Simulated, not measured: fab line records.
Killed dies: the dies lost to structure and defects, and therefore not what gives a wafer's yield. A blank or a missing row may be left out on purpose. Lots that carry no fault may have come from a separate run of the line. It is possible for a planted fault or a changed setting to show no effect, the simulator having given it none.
fab line records	flow sky130
record lots=24	wafers=72	last-day=51
route steps=708 shown CONTACT@433 VIA2@508 METAL3@533
lots that met no fault: from a run of the same line without faults
start-h: the number of hours between the record's first day and the start of the first shown wafer of the lot	wait-h: hours elapsed since this lot's preceding step	" as in the row above	L1.1+2: one row covering several wafers at once	- no value present, or no start provided	* or withheld: withheld	< > ~ a bound
route shown NAME@n: a module of which the file shows steps, and the number in the route of the first	usual: mean/standard deviation of fault-free wafers	same: alike in all rows	chamber/n: place in a boat	sites: the reading at each site	_std_site: standard deviation of those values	_edge_site: outer sites' mean less inner sites'	radius-mm: for every site, how far away it sits from the centre of the wafer	mask NAME#n: copy n	behind: the last tool/chamber to shape the wafer	hold: reason for holding the lot/hours on hold/outcome of the hold	device: the n, p or np transistor that did not switch	end of line: tests of these same wafers at the route's end	where a step has no rows: the recipe by itself	killed: dies that structure and defects cost at the first sort, which is not the same as the wafer's yield	map: dies across one wafer; x = killed, . = not, _ = none there
set.NAME: the setting that was run; set.NAME@STEP: the one run at that earlier step	model.NAME: the simulator's own value behind a step, which no gauge read
one table for each step of the route and one row for each wafer, over a sample of lots
services: from which hour (start-h, from the record's first day; less than 0 if before it) a tool's chamber was out of use, for how many hours, and why
## steps
# step SKY_CONTACT_CMP_27
# recipe stop-on=SiO2	t-overpolish-s=15	down-force-psi=3.5	platen-rpm=60	target-thk-nm=0	pad-velocity-m-s=0.94248
# usual edge-zone-pressure-frac=1.000/0.005	motor-current-A=11.7/0.97	overpolish-run-s=15.000/0.0086	platen-rpm=59.99/0.042	time-to-endpoint-s=82.4/2.8
lot.wafer	tool	chamber	start-h	wait-h	edge-zone-pressure-frac	motor-current-A	overpolish-run-s	platen-rpm	time-to-endpoint-s
L074.2	cmp-02	3	728.36	0.0	1.004	12.1	15.015	59.97	84.7
L074.3	"	0	"	"	0.986	11.6	15.002	60.01	82.3
L074.6	"	0	"	"	0.988	12.4	15.018	60.03	82.4
L075.4	cmp-02	0	746.38	0.1	0.999	12.5	14.998	59.99	80.6
L075.5	"	3	"	"	1.004	11.7	14.991	60.14	83.0
L075.6	"	0	"	"	1.000	11.9	14.998	59.96	77.4
L076.1	cmp-01	2	749.45	0.1	1.000	11.8	15.001	59.95	90.1
L076.2	"	0	"	"	0.997	13.9	15.012	60.04	84.9
L076.5	"	1	"	"	0.998	11.5	15.016	60.05	84.5
L077.4	cmp-02	1	762.75	0.0	1.005	10.2	14.984	59.88	80.2
L077.5	"	1	"	"	1.000	10.0	15.014	60.00	84.9
L077.6	"	2	"	"	1.001	11.4	15.006	59.99	86.2
L078.4	cmp-02	2	792.36	0.0	0.995	11.3	14.983	59.98	85.5
L078.3	"	3	"	"	0.994	12.8	15.003	59.94	82.0
L078.6	"	2	"	"	1.005	11.0	15.009	59.86	85.9
L079.4	cmp-02	1	793.59	0.0	0.995	9.9	14.998	60.01	78.3
L079.6	"	1	"	"	0.997	10.1	15.009	60.07	79.4
L079.5	"	2	"	"	1.004	11.0	15.002	59.99	77.5
L080.4	cmp-02	3	793.93	0.0	1.012	12.0	15.000	60.03	85.7
L080.1	"	0	"	"	0.989	12.6	15.006	60.01	82.8
L080.5	"	3	"	"	0.998	12.0	14.999	59.97	85.1
L081.3	cmp-01	2	795.35	0.1	1.003	12.3	14.993	59.98	79.7
L081.5	"	0	"	"	0.993	13.7	15.003	60.03	77.6
L081.6	"	1	"	"	1.004	11.4	14.997	60.06	78.9
L082.3	cmp-02	0	801.10	0.2	1.004	11.7	15.007	60.01	79.8
L082.5	"	1	"	"	1.007	10.1	15.014	59.98	81.6
L082.6	"	2	"	"	1.000	10.6	15.004	60.00	82.5
L083.1	cmp-02	2	809.77	0.1	1.001	11.3	14.993	60.03	87.3
L083.3	"	0	"	"	1.003	12.2	15.004	60.06	80.3
L083.5	"	1	"	"	1.005	10.0	15.002	60.05	83.4
L084.3	cmp-01	3	822.30	0.1	0.992	12.1	15.011	60.04	82.4
L084.1	"	1	"	"	1.000	11.9	14.993	60.04	78.4
L084.5	"	3	"	"	0.989	11.8	14.988	60.04	81.4
L086.3	cmp-02	0	830.76	0.1	1.008	12.5	14.993	60.03	79.0
L086.1	"	1	"	"	1.006	9.7	15.007	60.02	75.5
L086.6	"	3	"	"	0.994	12.3	14.994	60.01	80.6
L085.2	cmp-01	2	834.03	0.0	1.000	12.3	14.995	59.98	86.8
L085.4	"	3	"	"	0.994	11.8	14.996	59.98	86.2
L085.1	"	1	"	"	1.005	11.5	15.003	60.06	81.0
L087.2	cmp-01	1	842.50	0.1	0.995	12.0	14.991	60.03	82.1
L087.4	"	3	"	"	1.009	11.3	15.004	60.03	81.1
L087.6	"	0	"	"	1.001	13.7	15.004	59.99	77.7
L088.2	cmp-01	0	843.40	0.1	0.995	13.5	14.998	59.95	82.9
L088.3	"	1	"	"	1.005	11.6	15.000	60.04	80.9
L088.6	"	2	"	"	1.009	12.4	14.999	59.95	84.1
L089.2	cmp-02	3	862.69	0.1	0.999	12.0	14.995	59.98	87.3
L089.6	"	1	"	"	1.004	10.4	14.992	59.92	81.2
L089.5	"	2	"	"	0.998	11.5	15.009	60.00	86.1
L090.3	cmp-02	2	870.15	0.0	1.005	11.0	14.993	59.99	84.5
L090.4	"	0	"	"	1.001	12.1	15.002	59.93	84.1
L090.2	"	1	"	"	1.002	10.4	14.990	59.97	79.7
L091.2	cmp-02	3	875.40	0.0	0.996	12.3	14.990	60.05	79.1
L091.3	"	0	"	"	1.004	12.5	15.001	59.98	77.0
L091.5	"	0	"	"	0.996	11.8	14.996	60.02	80.7
L092.4	cmp-02	1	880.22	0.0	1.002	10.0	15.014	59.98	83.0
L092.2	"	3	"	"	1.006	12.4	14.994	60.01	85.8
L092.5	"	2	"	"	0.998	11.3	14.991	59.96	81.2
L093.2	cmp-02	1	881.73	0.0	1.000	10.1	14.996	60.09	82.0
L093.3	"	2	"	"	0.995	11.1	14.996	59.97	83.8
L093.6	"	1	"	"	0.997	10.5	15.001	59.94	81.9
L094.2	cmp-02	2	889.84	0.0	0.996	10.9	14.992	59.93	82.3
L094.1	"	3	"	"	0.999	12.4	14.984	59.95	87.3
L094.3	"	0	"	"	0.991	12.9	14.998	59.97	80.2
L095.1	cmp-02	0	896.51	0.1	1.001	11.5	14.998	59.97	84.5
L095.6	"	3	"	"	1.005	12.4	15.005	59.92	85.3
L095.5	"	0	"	"	1.002	12.3	15.002	59.96	82.9
L097.1	cmp-01	3	923.00	0.1	1.009	11.8	14.994	59.98	82.9
L097.4	"	1	"	"	0.992	11.3	14.994	59.95	81.6
L097.5	"	0	"	"	1.001	14.3	15.002	60.02	81.9
L096.2	cmp-01	3	950.80	0.1	1.005	11.7	15.013	59.97	80.2
L096.1	"	0	"	"	0.998	14.1	15.014	59.96	83.7
L096.6	"	2	"	"	0.998	12.4	15.007	59.99	81.9
# step SKY_VIA2_THK_MEAS_01
# recipe reads=SiO2_of_VIA2_HDPCVD_00
# usual VIA2_HDPCVD_THK=1184/11
lot.wafer	tool	chamber	start-h	wait-h	VIA2_HDPCVD_THK[nm]
L074.2	film-metro-02	-	813.81	0.1	1190
L074.3	"	-	"	"	1175
L074.6	"	-	"	"	1186
L075.4	film-metro-04	-	831.71	0.0	1176
L075.5	"	-	"	"	1167
L075.6	"	-	"	"	1162
L076.1	film-metro-03	-	833.44	0.1	1189
L076.2	"	-	"	"	1191
L076.5	"	-	"	"	1193
L077.4	film-metro-03	-	846.45	0.0	1181
L077.5	"	-	"	"	1194
L077.6	"	-	"	"	1196
L078.3	film-metro-04	-	875.64	0.1	1188
L078.4	"	-	"	"	1189
L078.6	"	-	"	"	1186
L079.4	film-metro-02	-	875.96	0.0	1185
L079.5	"	-	"	"	1183
L079.6	"	-	"	"	1181
L080.1	film-metro-04	-	876.33	0.1	1188
L080.4	"	-	"	"	1177
L080.5	"	-	"	"	1193
L081.3	film-metro-04	-	878.41	0.1	1179
L081.5	"	-	"	"	1174
L081.6	"	-	"	"	1176
L082.3	film-metro-02	-	883.28	0.1	1192
L082.5	"	-	"	"	1186
L082.6	"	-	"	"	1182
L083.1	film-metro-03	-	892.49	0.1	1194
L083.3	"	-	"	"	1195
L083.5	"	-	"	"	1196
L084.1	film-metro-02	-	904.77	0.1	1181
L084.3	"	-	"	"	1180
L084.5	"	-	"	"	1170
L086.1	film-metro-02	-	913.53	0.1	1177
L086.3	"	-	"	"	1198
L086.6	"	-	"	"	1202
L085.1	film-metro-04	-	916.19	0.1	1183
L085.2	"	-	"	"	1189
L085.4	"	-	"	"	1184
L087.2	film-metro-04	-	924.34	0.1	1210
L087.4	"	-	"	"	1187
L087.6	"	-	"	"	1197
L088.2	film-metro-03	-	925.38	0.1	1203
L088.3	"	-	"	"	1177
L088.6	"	-	"	"	1180
L089.2	film-metro-04	-	944.51	0.1	1188
L089.5	"	-	"	"	1197
L089.6	"	-	"	"	1199
L090.2	film-metro-02	-	951.25	0.1	1212
L090.3	"	-	"	"	1195
L090.4	"	-	"	"	1201
L091.2	film-metro-03	-	955.07	0.1	1191
L091.3	"	-	"	"	1195
L091.5	"	-	"	"	1195
L092.2	film-metro-02	-	959.50	0.1	1186
L092.4	"	-	"	"	1184
L092.5	"	-	"	"	1196
L093.2	film-metro-02	-	960.97	0.1	1175
L093.3	"	-	"	"	1174
L093.6	"	-	"	"	1184
L094.1	film-metro-02	-	969.10	0.1	1178
L094.2	"	-	"	"	1173
L094.3	"	-	"	"	1170
L095.1	film-metro-03	-	976.16	0.1	1165
L095.5	"	-	"	"	1182
L095.6	"	-	"	"	1165
L097.1	film-metro-04	-	999.77	0.1	1177
L097.4	"	-	"	"	1173
L097.5	"	-	"	"	1180
L096.1	film-metro-04	-	1025.96	0.1	1164
L096.2	"	-	"	"	1182
L096.6	"	-	"	"	1159
# step SKY_VIA2_CVD_21
# recipe material=W	target-thk-nm=420	time-s=126.4	temp-c=400	pressure-torr=40
# usual heater-power-w=860/72
lot.wafer	tool	chamber	start-h	wait-h	heater-power-w
L074.2	cvd-w-02	1	841.13	0.0	976
L074.3	"	0	"	"	934
L074.6	"	0	"	"	911
L075.4	cvd-w-02	1	859.29	0.1	968
L075.5	"	1	"	"	960
L075.6	"	0	"	"	938
L076.1	cvd-w-01	1	860.28	0.0	864
L076.2	"	0	"	"	733
L076.5	"	0	"	"	744
L077.4	cvd-w-02	1	874.18	0.1	983
L077.5	"	1	"	"	986
L077.6	"	0	"	"	913
L078.3	cvd-w-02	1	903.34	0.1	980
L078.4	"	0	"	"	909
L078.6	"	0	"	"	931
L079.4	cvd-w-01	0	903.71	0.1	721
L079.5	"	1	"	"	878
L079.6	"	0	"	"	742
L080.1	cvd-w-02	0	903.98	0.0	915
L080.4	"	0	"	"	907
L080.5	"	0	"	"	951
L081.3	cvd-w-01	0	905.90	0.1	740
L081.5	"	1	"	"	874
L081.6	"	0	"	"	758
L082.3	cvd-w-01	0	910.48	0.1	739
L082.5	"	1	"	"	876
L082.6	"	0	"	"	739
L083.1	cvd-w-01	1	919.38	0.0	898
L083.3	"	0	"	"	773
L083.5	"	1	"	"	889
L084.1	cvd-w-01	1	931.67	0.0	903
L084.3	"	1	"	"	901
L084.5	"	1	"	"	880
L086.1	cvd-w-02	1	940.20	0.0	881
L086.3	"	0	"	"	904
L086.6	"	1	"	"	852
L085.1	cvd-w-01	1	941.94	0.0	897
L085.2	"	0	"	"	743
L085.4	"	1	"	"	882
L087.2	cvd-w-01	1	950.44	0.0	882
L087.4	"	0	"	"	763
L087.6	"	0	"	"	735
L088.2	cvd-w-02	1	951.38	0.0	851
L088.3	"	1	"	"	854
L088.6	"	1	"	"	864
L089.2	cvd-w-02	0	970.71	0.0	896
L089.5	"	0	"	"	877
L089.6	"	1	"	"	860
L090.2	cvd-w-01	0	976.69	0.0	732
L090.3	"	1	"	"	882
L090.4	"	0	"	"	733
L091.2	cvd-w-02	1	981.96	0.0	854
L091.3	"	0	"	"	896
L091.5	"	0	"	"	869
L092.2	cvd-w-02	1	985.12	0.0	885
L092.4	"	0	"	"	857
L092.5	"	1	"	"	867
L093.2	cvd-w-01	1	986.96	0.0	885
L093.3	"	0	"	"	731
L093.6	"	0	"	"	751
L094.1	cvd-w-02	0	994.32	0.0	879
L094.2	"	1	"	"	878
L094.3	"	0	"	"	871
L095.1	cvd-w-02	0	1000.20	0.0	886
L095.5	"	0	"	"	882
L095.6	"	1	"	"	862
L097.1	cvd-w-01	1	1023.97	0.0	887
L097.4	"	1	"	"	896
L097.5	"	0	"	"	741
L096.1	cvd-w-02	0	1049.69	0.0	903
L096.2	"	1	"	"	866
L096.6	"	0	"	"	879
# step SKY_METAL3_SPUTTER_01
# recipe material=TiN	target-thk-nm=20	power-w=6500	time-s=16.7	chamber-pressure-pa=0.4
# usual throttle-valve-pct=30.4/0.99
lot.wafer	tool	chamber	start-h	wait-h	throttle-valve-pct
L074.2	pvd-sputter-04	-	841.76	0.0	29.2
L074.3	"	-	"	"	29.5
L074.6	"	-	"	"	30.7
L075.4	pvd-sputter-03	-	859.88	0.0	33.1
L075.5	"	-	"	"	31.5
L075.6	"	-	"	"	30.9
L076.1	pvd-sputter-04	-	860.91	0.0	30.9
L076.2	"	-	"	"	30.6
L076.5	"	-	"	"	30.6
L077.4	pvd-sputter-01	-	874.77	0.0	30.1
L077.5	"	-	"	"	29.2
L077.6	"	-	"	"	30.5
L078.3	pvd-sputter-04	-	903.93	0.0	29.4
L078.4	"	-	"	"	30.5
L078.6	"	-	"	"	30.5
L079.4	pvd-sputter-03	-	904.53	0.0	29.5
L079.5	"	-	"	"	29.7
L079.6	"	-	"	"	32.9
L080.1	pvd-sputter-04	-	904.83	0.0	29.0
L080.4	"	-	"	"	29.5
L080.5	"	-	"	"	29.2
L081.3	pvd-sputter-04	-	906.49	0.0	30.9
L081.5	"	-	"	"	30.9
L081.6	"	-	"	"	29.1
L082.3	pvd-sputter-03	-	911.07	0.0	33.1
L082.5	"	-	"	"	29.7
L082.6	"	-	"	"	33.3
L083.1	pvd-sputter-01	-	920.01	0.0	30.2
L083.3	"	-	"	"	30.0
L083.5	"	-	"	"	30.3
L084.1	pvd-sputter-03	-	932.30	0.0	31.2
L084.3	"	-	"	"	31.7
L084.5	"	-	"	"	31.7
L086.1	pvd-sputter-01	-	940.83	0.0	30.3
L086.3	"	-	"	"	30.1
L086.6	"	-	"	"	30.3
L085.1	pvd-sputter-04	-	942.57	0.0	29.5
L085.2	"	-	"	"	29.3
L085.4	"	-	"	"	30.9
L087.2	pvd-sputter-04	-	951.32	0.0	29.4
L087.4	"	-	"	"	29.3
L087.6	"	-	"	"	30.4
L088.2	pvd-sputter-01	-	952.02	0.0	30.5
L088.3	"	-	"	"	29.6
L088.6	"	-	"	"	29.9
L089.2	pvd-sputter-04	-	971.34	0.0	29.3
L089.5	"	-	"	"	30.9
L089.6	"	-	"	"	31.1
L090.2	pvd-sputter-03	-	977.33	0.0	32.8
L090.3	"	-	"	"	29.5
L090.4	"	-	"	"	30.8
L091.2	pvd-sputter-03	-	982.59	0.0	30.8
L091.3	"	-	"	"	33.1
L091.5	"	-	"	"	30.7
L092.2	pvd-sputter-01	-	985.75	0.0	30.5
L092.4	"	-	"	"	29.5
L092.5	"	-	"	"	30.3
L093.2	pvd-sputter-04	-	987.59	0.0	29.0
L093.3	"	-	"	"	31.2
L093.6	"	-	"	"	29.4
L094.1	pvd-sputter-04	-	994.95	0.0	31.1
L094.2	"	-	"	"	29.5
L094.3	"	-	"	"	29.4
L095.1	pvd-sputter-01	-	1000.83	0.0	29.4
L095.5	"	-	"	"	30.1
L095.6	"	-	"	"	29.6
L097.1	pvd-sputter-04	-	1024.60	0.0	31.1
L097.4	"	-	"	"	29.6
L097.5	"	-	"	"	31.1
L096.1	pvd-sputter-01	-	1050.32	0.0	30.3
L096.2	"	-	"	"	29.5
L096.6	"	-	"	"	29.9
# step SKY_METAL3_OVL_MEAS_14
# usual METAL3_OVL=1/4.9
lot.wafer	tool	chamber	start-h	wait-h	METAL3_OVL[nm]
L074.2	overlay-01	-	893.24	0.1	4
L074.3	"	-	"	"	1
L074.6	"	-	"	"	5
L075.4	overlay-02	-	912.40	0.1	-1
L075.5	"	-	"	"	8
L075.6	"	-	"	"	2
L076.1	overlay-02	-	913.93	0.1	1
L076.2	"	-	"	"	3
L076.5	"	-	"	"	3
L077.4	overlay-02	-	926.87	0.1	8
L077.5	"	-	"	"	4
L077.6	"	-	"	"	-2
L078.3	overlay-02	-	952.07	0.1	-4
L078.4	"	-	"	"	3
L078.6	"	-	"	"	0
L079.4	overlay-01	-	953.82	0.1	-7
L079.5	"	-	"	"	-6
L079.6	"	-	"	"	1
L080.1	overlay-01	-	955.38	0.1	-5
L080.4	"	-	"	"	-5
L080.5	"	-	"	"	-1
L081.3	overlay-02	-	956.90	0.1	-5
L081.5	"	-	"	"	1
L081.6	"	-	"	"	4
L082.3	overlay-02	-	960.85	0.1	2
L082.5	"	-	"	"	6
L082.6	"	-	"	"	1
L083.1	overlay-01	-	969.15	0.1	2
L083.3	"	-	"	"	3
L083.5	"	-	"	"	-3
L084.1	overlay-01	-	982.40	0.1	-7
L084.3	"	-	"	"	-2
L084.5	"	-	"	"	-8
L086.1	overlay-02	-	989.60	0.1	9
L086.3	"	-	"	"	13
L086.6	"	-	"	"	12
L085.1	overlay-01	-	990.35	0.1	2
L085.2	"	-	"	"	-7
L085.4	"	-	"	"	-2
L087.2	overlay-01	-	999.76	0.1	-3
L087.4	"	-	"	"	-2
L087.6	"	-	"	"	0
L088.2	overlay-01	-	1001.41	0.1	-6
L088.3	"	-	"	"	-2
L088.6	"	-	"	"	0
L089.2	overlay-01	-	1019.04	0.1	0
L089.5	"	-	"	"	0
L089.6	"	-	"	"	-3
L090.2	overlay-02	-	1024.99	0.1	-3
L090.3	"	-	"	"	1
L090.4	"	-	"	"	2
L091.2	overlay-01	-	1029.41	0.1	-4
L091.3	"	-	"	"	-3
L091.5	"	-	"	"	-1
L092.2	overlay-02	-	1033.34	0.1	7
L092.4	"	-	"	"	7
L092.5	"	-	"	"	6
L093.2	overlay-01	-	1034.29	0.1	0
L093.3	"	-	"	"	1
L093.6	"	-	"	"	4
L094.1	overlay-02	-	1040.95	0.1	4
L094.2	"	-	"	"	11
L094.3	"	-	"	"	1
L095.1	overlay-02	-	1047.55	0.1	3
L095.5	"	-	"	"	10
L095.6	"	-	"	"	7
L097.1	overlay-01	-	1069.20	0.1	3
L097.4	"	-	"	"	7
L097.5	"	-	"	"	4
L096.1	overlay-01	-	1092.45	0.1	-6
L096.2	"	-	"	"	-1
L096.6	"	-	"	"	-3
# step SKY_METAL3_DESCUM_15
# recipe chemistry=O2	source-power-w=150	bias-power-w=0	pressure-mtorr=10	temp-c=40	time-s=8
# usual drypump-motor-current-A=5.6/0.32	oes-product-au=1.006/0.0079
lot.wafer	tool	chamber	start-h	wait-h	drypump-motor-current-A	oes-product-au	rf-hours-counter-h
L074.2	rie-metal-04	0	893.27	0.0	5.4	1.011	17
L074.3	"	1	"	"	5.4	1.007	-
L074.6	"	1	"	"	5.4	1.013	-
L075.4	rie-metal-01	1	912.43	0.0	5.5	1.009	-
L075.5	"	1	"	"	5.5	1.008	-
L075.6	"	0	"	"	6.0	0.992	-
L076.1	rie-metal-04	0	913.97	0.0	5.4	1.016	17
L076.2	"	1	"	"	5.4	1.005	9
L076.5	"	1	"	"	5.3	1.010	-
L077.4	rie-metal-03	0	926.90	0.0	6.3	1.004	-
L077.5	"	0	"	"	6.3	1.010	-
L077.6	"	1	"	"	5.9	0.991	-
L078.3	rie-metal-04	0	952.10	0.0	5.4	1.013	-
L078.4	"	1	"	"	5.3	1.003	-
L078.6	"	0	"	"	5.4	1.009	-
L079.4	rie-metal-04	1	953.85	0.0	5.3	1.015	-
L079.5	"	1	"	"	5.4	1.003	-
L079.6	"	0	"	"	5.4	1.001	-
L080.1	rie-metal-01	0	955.42	0.0	6.0	0.999	19
L080.4	"	1	"	"	5.5	1.018	-
L080.5	"	0	"	"	6.0	1.016	-
L081.3	rie-metal-01	1	956.93	0.0	5.5	1.005	-
L081.5	"	1	"	"	5.5	0.990	-
L081.6	"	0	"	"	5.9	0.994	-
L082.3	rie-metal-04	1	960.88	0.0	5.4	1.010	-
L082.5	"	1	"	"	5.4	1.009	-
L082.6	"	0	"	"	5.4	1.015	-
L083.1	rie-metal-04	0	969.19	0.0	5.4	1.015	1
L083.3	"	1	"	"	5.4	1.014	-
L083.5	"	1	"	"	5.4	1.014	-
L084.1	rie-metal-03	1	982.44	0.0	5.9	0.999	17
L084.3	"	1	"	"	6.0	0.997	-
L084.5	"	0	"	"	6.3	1.020	-
L086.1	rie-metal-04	0	989.64	0.0	5.4	1.003	2
L086.3	"	1	"	"	5.4	1.015	-
L086.6	"	0	"	"	5.4	1.000	-
L085.1	rie-metal-04	0	990.39	0.0	5.4	1.013	2
L085.2	"	1	"	"	5.4	1.012	14
L085.4	"	0	"	"	5.4	1.003	-
L087.2	rie-metal-03	1	999.79	0.0	5.9	1.010	18
L087.4	"	1	"	"	6.0	1.011	-
L087.6	"	0	"	"	6.3	1.019	-
L088.2	rie-metal-03	0	1001.44	0.0	6.2	1.014	9
L088.3	"	0	"	"	6.2	1.006	-
L088.6	"	0	"	"	6.3	1.005	-
L089.2	rie-metal-01	1	1019.08	0.0	5.5	1.002	-
L089.5	"	1	"	"	5.5	0.998	-
L089.6	"	1	"	"	5.5	1.009	-
L090.2	rie-metal-01	1	1025.03	0.0	5.5	1.000	-
L090.3	"	1	"	"	5.5	0.990	-
L090.4	"	1	"	"	5.5	1.007	-
L091.2	rie-metal-01	1	1029.45	0.0	5.5	0.991	-
L091.3	"	1	"	"	5.5	0.999	-
L091.5	"	1	"	"	5.5	0.996	-
L092.2	rie-metal-01	1	1033.38	0.0	5.5	1.002	-
L092.4	"	1	"	"	5.5	1.008	-
L092.5	"	1	"	"	5.5	1.012	-
L093.2	rie-metal-01	1	1034.33	0.0	5.5	1.007	-
L093.3	"	1	"	"	5.5	1.007	-
L093.6	"	1	"	"	5.5	1.006	-
L094.1	rie-metal-01	1	1040.99	0.0	5.5	1.005	14
L094.2	"	1	"	"	5.5	1.006	-
L094.3	"	1	"	"	5.5	1.002	-
L095.1	rie-metal-03	1	1047.59	0.0	5.9	1.007	21
L095.5	"	0	"	"	6.3	1.005	-
L095.6	"	1	"	"	5.9	0.996	-
L097.1	rie-metal-03	0	1069.24	0.0	6.2	1.008	14
L097.4	"	1	"	"	5.9	1.002	-
L097.5	"	1	"	"	6.0	0.997	-
L096.1	rie-metal-01	1	1092.49	0.0	5.5	1.001	18
L096.2	"	0	"	"	6.0	0.997	2
L096.6	"	1	"	"	5.5	1.001	-
## services
tool	chamber	start-h	hours	kind
rie-metal-01	-	752.38	0.6	repair
pvd-sputter-04	-	758.18	18.6	repair
cvd-w-02	1	775.87	3.8	repair
cvd-w-02	-	830.86	1.9	repair
cvd-w-01	-	844.42	0.9	repair
cvd-w-02	-	849.60	6.0	pm
pvd-sputter-04	-	861.83	0.6	repair
pvd-sputter-04	-	890.03	5.5	repair
cmp-02	-	902.27	3.6	repair
cvd-w-02	-	904.11	14.0	pm
cmp-02	-	912.29	4.0	pm
pvd-sputter-04	-	916.67	18.9	repair
cvd-w-02	-	921.73	1.2	repair
cmp-02	-	944.16	17.6	pm
pvd-sputter-04	-	977.28	4.2	repair
pvd-sputter-04	-	983.30	3.3	repair
cvd-w-01	-	995.15	5.5	repair
cmp-02	-	1000.52	4.5	pm
cvd-w-01	-	1008.58	2.8	pm
cvd-w-02	-	1056.23	28.1	pm
cmp-02	-	1069.97	5.6	pm
cmp-02	-	1080.95	11.2	repair
cvd-w-01	-	1084.86	6.9	pm
pvd-sputter-04	-	1085.88	4.8	repair
## key
fault none
